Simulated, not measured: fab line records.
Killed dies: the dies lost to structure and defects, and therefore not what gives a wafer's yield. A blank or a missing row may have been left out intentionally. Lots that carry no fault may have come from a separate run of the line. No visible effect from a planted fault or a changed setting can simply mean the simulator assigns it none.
Comparing a struck lot with a sound one || flow sky130 || 22 steps out of a route of 708
Sound: the wafers L530.2, L530.4, L530.6. Struck: wafer L540.2 (left out: L540.4, L540.6 of the same lot, which were not struck); the cause appears at the end.
Order at every step that has rows: each side's tool, ch and its chambers, its first start. Under that, the readings that differ: sound wafers || struck wafers || difference of the means || sigmas: that difference in standard deviations of wafers without a fault.
alike: same words and numbers on both sides, and readings whose means sit less than 2 such deviations apart. not compared: any withheld reading, any reading some wafer has no value for, any bound like >300 that may hide the same value, and any number with overlapping values for which the record gives no deviation.
The two part at a step that has a row with sigmas, a row that says differs or no value, or rows on one side only. When numbers do not overlap yet have no deviation, they are printed without sigmas and do not part them. Lack of a reading on every wafer of one side parts them only where that side has two or more wafers.

first, 1 step without rows for these wafers: SKY_LOCAL_INTERCONNECT_CLEAN_18 (cleans in O3/DIW).
SKY_CONTACT_CVD_00: deposits Si3N4, target thk 75 nm.
  sound on pecvd-02 ch 0,1,2, day 31 00:22; struck on pecvd-01 ch 1, day 35 05:46
  alike: heater power w
SKY_CONTACT_THK_MEAS_01:
  sound on film metro-01, day 31 00:24; struck on film metro-01, day 35 05:49
  alike: CONTACT_CVD_00_THK
then, 1 step without rows for these wafers: SKY_CONTACT_HDPCVD_02 (deposits SiO2, target thk 565 nm, time 94.2 s).
SKY_CONTACT_THK_MEAS_03:
  sound on film metro-04, day 31 00:32; struck on film metro-04, day 35 05:56
{"reading": "CONTACT_HDPCVD_THK (nm)", "sound": "574 571 564", "struck": 554, "difference": -16, "sigmas": -3}
SKY_CONTACT_CMP_04: polishes SiO2.
  sound on cmp-01 ch 2,3, day 31 00:38; struck on cmp-01 ch 1, day 35 06:05
{"reading": "platen rpm (rpm)", "sound": "59.99 60.02 60.03", "struck": 59.92, "difference": -0.09, "sigmas": -3}
{"reading": "time to endpoint s (s)", "sound": "83 89 85", "struck": 78, "difference": -8, "sigmas": -2}
  alike: motor current A
SKY_CONTACT_BOW_MEAS_05:
  sound on film metro-01, day 31 00:54; struck on film metro-01, day 35 06:19
  alike: CONTACT_BOW
then, 5 steps without rows for these wafers: SKY_CONTACT_DEHYDRATE_06 (time 60 s); SKY_CONTACT_HMDS_07 (prime time 60 s); SKY_CONTACT_COAT_08 (resist thk 60 nm); SKY_CONTACT_COAT_09 (resist thk 450 nm); SKY_CONTACT_SOFTBAKE_10 (time 90 s).
SKY_CONTACT_EXPOSE_11: exposes mask CTM1, target cd 170 nm.
  sound on krf scanner-02 ch 0, day 31 15:42; struck on krf scanner-02 ch 0, day 35 19:20
  alike: mask, focus offset nm, stage vel mm s
then, 2 steps without rows for these wafers: SKY_CONTACT_PEB_12; SKY_CONTACT_DEVELOP_13 (develop time 60 s).
SKY_CONTACT_CD_MEAS_14: the cd target is 170 nm.
  sound on cd sem-01, day 32 04:49; struck on cd sem-01, day 36 08:02
{"reading": "cd nm (nm)", "sound": "171.2 170.5 171.4", "struck": 138.6, "difference": -32.4, "sigmas": -20}
SKY_CONTACT_OVL_MEAS_15:
  sound on overlay-01, day 32 04:55; struck on overlay-01, day 36 08:08
  alike: CONTACT_OVL
SKY_CONTACT_ETCH_16: etches BARC in N2/H2, stops on SiO2, time 45.9 s, target depth 60 nm.
  sound on rie diel-02 ch 2,3, day 32 04:57; struck on rie diel-03 ch 2, day 36 08:10
{"reading": "model.CONTACT.cd nm (nm)", "sound": "171 171.4 172.1", "struck": 138.2, "difference": -33.3, "sigmas": ""}
  alike: drypump motor current A, oes product au, throttle valve pct
  not compared: rf hours counter h
SKY_CONTACT_ETCH_17: etches SiO2 in C4F8/O2/Ar, stops on Si3N4, target depth 340 nm.
  sound on rie diel-02 ch 2,3, day 32 04:59; struck on rie diel-03 ch 2, day 36 08:13
  alike: oes product au
SKY_CONTACT_ETCH_18: etches Si3N4 in CHF3/O2, stops on TiN, time 39 s, target depth 75 nm.
  sound on rie diel-02 ch 2,3; struck on rie diel-03 ch 2
{"reading": "model.CONTACT.cd nm (nm)", "sound": "170.9 171.6 172.3", "struck": 138.5, "difference": -33.1, "sigmas": ""}
  alike: chf3 flow sccm, drypump motor current A, oes product au, throttle valve pct
  not compared: rf hours counter h
SKY_CONTACT_STRIP_19: strips in O2/N2.
  sound on plasma asher-02 ch 0,1, day 32 05:05; struck on plasma asher-02 ch 1, day 36 08:18
  alike: drypump motor current A, oes product au, strip time to endpoint s
  not compared: rf hours counter h
-- the record jumps here: 13 days lie between the struck wafers' starts before and after (it left off in module CONTACT and takes up again in module PAD_OPEN, whose first step shown is number 708 of the route) --
SKY_PAD_OPEN_PROBE_99:
  sound on prober-01, day 46 04:22; struck on prober-01, day 49 08:12
{"reading": "killed at contacts", "sound": "24 26 18", "struck": 223, "difference": "+200", "sigmas": "+41"}
{"reading": "killed dies", "sound": "86 83 89", "struck": 289, "difference": "+203", "sigmas": "+23"}
{"reading": "killed on rim", "sound": "19 14 15", "struck": 78, "difference": "+62", "sigmas": "+16"}
  alike: killed_at_M0_to_M3, killed_at_M4_up, killed at front end, killed at other, killed open, killed short

## WHERE THEY PART
At SKY_CONTACT_THK_MEAS_03 first; at SKY_PAD_OPEN_PROBE_99 last (within this record only).

WHY: what had been put in by the simulator
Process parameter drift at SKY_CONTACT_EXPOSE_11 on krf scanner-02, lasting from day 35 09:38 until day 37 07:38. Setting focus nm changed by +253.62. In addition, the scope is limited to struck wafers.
